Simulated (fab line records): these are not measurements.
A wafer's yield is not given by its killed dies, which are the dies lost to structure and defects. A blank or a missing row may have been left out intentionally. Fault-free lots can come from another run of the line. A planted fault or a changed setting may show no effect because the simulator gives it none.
Which tool did it? ; flow sky130 ; 12 lots with 36 wafers sampled at 6 steps, on a route of 708 steps

## WHAT THE GAUGES READ, wafer by wafer
SKY_SONOS_TUNNEL_OVL_MEAS_08. Usual: SONOS_TUNNEL_OVL 0.3 nm, standard deviation 1.4.
lot;measured;on;SONOS_TUNNEL_OVL (nm);flag
L197;day 11 22:08;overlay-01;-1.9 0.1 0.5;
L198;day 12 16:23;overlay-01;3.3 3.0 1.9;
L199;day 12 18:08;overlay-02;-2.8 -1.5 0.5;
L200;day 12 20:15;overlay-01;0.4 -0.6 0.4;
L204;day 13 23:03;overlay-02;0.8 -0.4 -0.7;
L205;day 14 21:06;overlay-01;-0.6 -0.1 -0.3;
L206;day 15 00:41;overlay-02;1.6 2.2 0.9;
L208;day 15 05:36;overlay-01;0.6 -0.9 -0.2;
L211;day 16 08:54;overlay-01;2.2 2.0 1.9;
L212;day 17 05:00;overlay-02;-1.8 -0.4 -1.0;
L214;day 17 11:51;overlay-02;0.3 0.8 -0.7;
L217;day 18 16:44;overlay-02;2.2 1.0 2.5;

SKY_SONOS_ONO_CD_MEAS_13 targets a cd of 410 nm. Usual: cd-nm at 410.2 nm, with a standard deviation of 2.1.
lot;measured;on;cd-nm (nm);flag
L197;day 13 08:44;cd-sem-02;408.0 408.3 406.5;
L198;day 14 02:14;cd-sem-02;410.8 412.1 413.2;
L199;day 14 02:07;cd-sem-02;410.7 410.2 410.5;
L200;day 14 06:31;cd-sem-01;407.5 410.7 408.3;
L204;day 15 09:56;cd-sem-01;411.5 411.7 413.1;
L205;day 16 04:27;cd-sem-02;412.3 411.0 408.8;
L206;day 16 09:42;cd-sem-02;410.8 407.6 408.9;
L208;day 16 21:11;cd-sem-01;412.8 412.1 412.6;
L211;day 17 18:16;cd-sem-02;410.4 410.4 408.2;
L212;day 18 15:17;cd-sem-01;410.2 408.4 408.8;
L214;day 18 22:47;cd-sem-01;412.3 409.3 413.0;
L217;day 20 07:05;cd-sem-02;408.9 411.0 406.8;

SKY_POLY_GATE_CD_MEAS_13 targets a cd of 150 nm. Usual: cd-nm at 150.0 nm, with a standard deviation of 1.3.
lot;measured;on;cd-nm (nm);flag
L197;day 17 05:43;cd-sem-02;148.5 148.4 149.4;
L198;day 18 03:43;cd-sem-02;151.1 150.3 150.9;
L199;day 18 00:34;cd-sem-02;146.4 146.7 148.4;
L200;day 18 04:17;cd-sem-01;150.9 150.3 151.3;
L204;day 19 11:19;cd-sem-02;151.7 149.7 148.4;
L205;day 20 10:17;cd-sem-01;150.0 150.2 150.0;
L206;day 20 14:21;cd-sem-01;149.5 150.4 151.0;
L208;day 21 06:10;cd-sem-02;152.2 150.6 152.5;
L211;day 22 00:40;cd-sem-01;151.2 149.6 150.4;
L212;day 22 19:16;cd-sem-01;136.5 135.2 135.9;OFF
L214;day 23 02:04;cd-sem-01;135.4 135.9 136.3;OFF
L217;day 24 09:21;cd-sem-02;149.1 148.3 148.5;

SKY_POLY_GATE_CD_MEAS_22. Usual: cd-nm at 149 nm, with a standard deviation of 3.2.
lot;measured;on;cd-nm (nm);flag
L197;day 17 08:44;cd-sem-02;146 147 143;
L198;day 18 06:40;cd-sem-01;151 151 147;
L199;day 18 03:05;cd-sem-01;142 148 143;
L200;day 18 06:45;cd-sem-02;151 150 150;
L204;day 19 13:10;cd-sem-01;154 153 151;
L205;day 20 12:31;cd-sem-01;149 151 151;
L206;day 20 16:31;cd-sem-01;154 151 154;
L208;day 21 09:16;cd-sem-01;148 151 154;
L211;day 22 02:35;cd-sem-01;154 149 149;
L212;day 22 21:20;cd-sem-02;134 133 135;OFF
L214;day 23 03:55;cd-sem-02;130 133 131;OFF
L217;day 24 11:16;cd-sem-01;148 149 150;

## WHAT TOOL EACH LOT RAN ON (gives the tool, then ch and the chambers of the sampled wafers, and finally the start)
lot;SKY_POLY_GATE_EXPOSE_10;SKY_POLY_GATE_STRIP_18
L197;krf-scanner-02 ch 0, day 16 14:19;plasma-asher-04 ch 0,1, day 17 06:07
L198;krf-scanner-01 ch 0, day 17 13:23;plasma-asher-03 ch 0,1, day 18 04:07
L199;krf-scanner-02 ch 0, day 17 10:20;plasma-asher-01 ch 0,1, day 18 00:57
L200;krf-scanner-02 ch 0, day 17 13:41;plasma-asher-04 ch 0,1, day 18 04:40
L204;krf-scanner-02 ch 0, day 18 20:24;plasma-asher-01 ch 0,1, day 19 11:42
L205;krf-scanner-02 ch 0, day 19 19:11;plasma-asher-01 ch 0,1, day 20 10:39
L206;krf-scanner-02 ch 0, day 19 23:23;plasma-asher-03 ch 0,1, day 20 14:44
L208;krf-scanner-01 ch 0, day 20 14:57;plasma-asher-01 ch 1, day 21 06:34
L211;krf-scanner-02 ch 0, day 21 09:40;plasma-asher-01 ch 0,1, day 22 01:03
L212;krf-scanner-02 ch 0, day 22 03:52;plasma-asher-03 ch 0,1, day 22 19:39
L214;krf-scanner-02 ch 0, day 22 11:11;plasma-asher-01 ch 0,1, day 23 02:27
L217;krf-scanner-01 ch 0, day 23 18:18;plasma-asher-04 ch 0,1, day 24 09:46
- SKY_POLY_GATE_EXPOSE_10: exposes mask P1M, target cd 150 nm.
- SKY_POLY_GATE_STRIP_18: strips in O2/N2.

## WHAT THE TOOLS THEMSELVES READ (means of the sampled wafers that have a number; where no wafer has one, the mark that the record gives instead)
SKY_POLY_GATE_EXPOSE_10. Usual: exposure-dose-mJ-cm2 at 28.00, with a standard deviation of 0.047.
lot;tool;exposure-dose-mJ-cm2;flag
L197;krf-scanner-02;28.06;
L198;krf-scanner-01;27.94;
L199;krf-scanner-02;28.04;
L200;krf-scanner-02;28.02;
L204;krf-scanner-02;28.05;
L205;krf-scanner-02;28.03;
L206;krf-scanner-02;28.02;
L208;krf-scanner-01;27.90;
L211;krf-scanner-02;28.04;
L212;krf-scanner-02;30.64;OFF
L214;krf-scanner-02;30.61;OFF
L217;krf-scanner-01;27.99;

SKY_POLY_GATE_STRIP_18. Usual: drypump-motor-current-A 6.0 A, standard deviation 0.44; oes-product-au 0.361 a.u., standard deviation 0.0048; strip-time-to-endpoint-s 3.17 s, standard deviation 0.049.
lot;tool;drypump-motor-current-A (A);oes-product-au (a.u.);strip-time-to-endpoint-s (s);flag
L197;plasma-asher-04;6.2;0.364;3.15;
L198;plasma-asher-03;6.1;0.362;3.17;
L199;plasma-asher-01;5.6;0.362;3.16;
L200;plasma-asher-04;6.1;0.356;3.13;
L204;plasma-asher-01;6.0;0.364;3.19;
L205;plasma-asher-01;5.6;0.358;3.18;
L206;plasma-asher-03;6.1;0.365;3.20;
L208;plasma-asher-01;6.4;0.362;3.16;
L211;plasma-asher-01;5.7;0.364;3.19;
L212;plasma-asher-03;6.1;0.358;3.23;
L214;plasma-asher-01;5.6;0.358;3.12;
L217;plasma-asher-04;6.2;0.358;3.19;

## THE ANSWER, worked out from the rows above alone
Rule: take the mean of a lot's wafers that have a number; if it is more than 3 standard deviations from the usual mean, the lot is off. Also off: a lot with no number at a reading for which 4 or more lots have one. The other lots that the step has rows for count as sound. After the gauges, taken in route order, come the tools' own readings; for these a lot's mean is taken, as printed above. The first step at which some lot is off is used, and at that step the reading that is off furthest; a lot without a number counts as furthest.
Off: L212, L214, at SKY_POLY_GATE_CD_MEAS_13 (cd-nm).
If a tool, at a process step before that reading, ran all the lots that are off and no sound lot after the first of them, it fits. Not tried: the gauges at SKY_POLY_GATE_CD_MEAS_13; whatever is off there is also off at SKY_POLY_GATE_CD_MEAS_22, on other tools, and gauge error can't account for it. One fits: krf-scanner-02 at SKY_POLY_GATE_EXPOSE_10. Its last sound lot is L211 (day 21 09:40), its first lot that is off L212 (day 22 03:52): a fault that began between those two fits.
On the lots that are off, the tool's own readings at SKY_POLY_GATE_EXPOSE_10 differ by more than 5 times the standard deviation of the sound lots' means, which bears it out; exposure-dose-mJ-cm2 reads 30.62 there versus 28.01 on the sound lots.

## WHAT THE SIMULATOR HAD INSERTED
Drift in process parameters on krf-scanner-02 at SKY_POLY_GATE_EXPOSE_10, starting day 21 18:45. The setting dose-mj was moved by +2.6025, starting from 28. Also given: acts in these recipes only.
Shown lots that were struck: L212, L214. Same finding as the rule above.
